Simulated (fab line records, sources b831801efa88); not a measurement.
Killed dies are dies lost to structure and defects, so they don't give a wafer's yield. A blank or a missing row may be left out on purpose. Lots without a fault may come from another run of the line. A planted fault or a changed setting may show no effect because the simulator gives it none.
Chamber matching | flow sfq_line | SFQ_TRILAYER_I2_DEP_PECVD_063 on pecvd-01: 3 sister chambers
The step deposits SiO2 from SiH4/N2O, time 111.11 s, target thk 500 nm. 3 wafers are shown with their chamber, then 7 later ones without.

WAFERS WITH THEIR CHAMBER
wafer  | chamber | showerhead_vpp_V (V)
L579.2 | 0       | 803
L582.1 | 2       | 873
L582.3 | 1       | 820

WAFERS WITHOUT THEIR CHAMBER
wafer  | showerhead_vpp_V (V)
L582.6 | 807
L589.1 | 862
L589.2 | 800
L589.3 | 809
L594.1 | 806
L594.3 | 869
L594.6 | 867

WHICH CHAMBER EACH WENT THROUGH
wafer  | from the rows above     | in truth
L582.6 | can't be placed: 0 or 1 | 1
L589.1 | 2                       | 2
L589.2 | 0                       | 0
L589.3 | can't be placed: 0 or 1 | 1
L594.1 | can't be placed: 0 or 1 | 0
L594.3 | 2                       | 2
L594.6 | 2                       | 2
Placed correctly: 4 of 7. Can't be placed from these rows: 3 (the true chamber is among the candidates in 3). Placed wrongly: 0.
How it was worked out, from the rows above alone: a wafer's distance from a chamber is the root of the sum, over the readings, of the square of ((its reading less the chamber's mean) divided by the reading's scatter). The wafer belongs to the nearest chamber; if the next one is less than 2 further off, it can't be placed. A chamber's mean is the mean of its shown wafers. The scatter: with one shown wafer a chamber, the root of the mean of the squares of how far each hidden wafer lies from its nearest shown one.
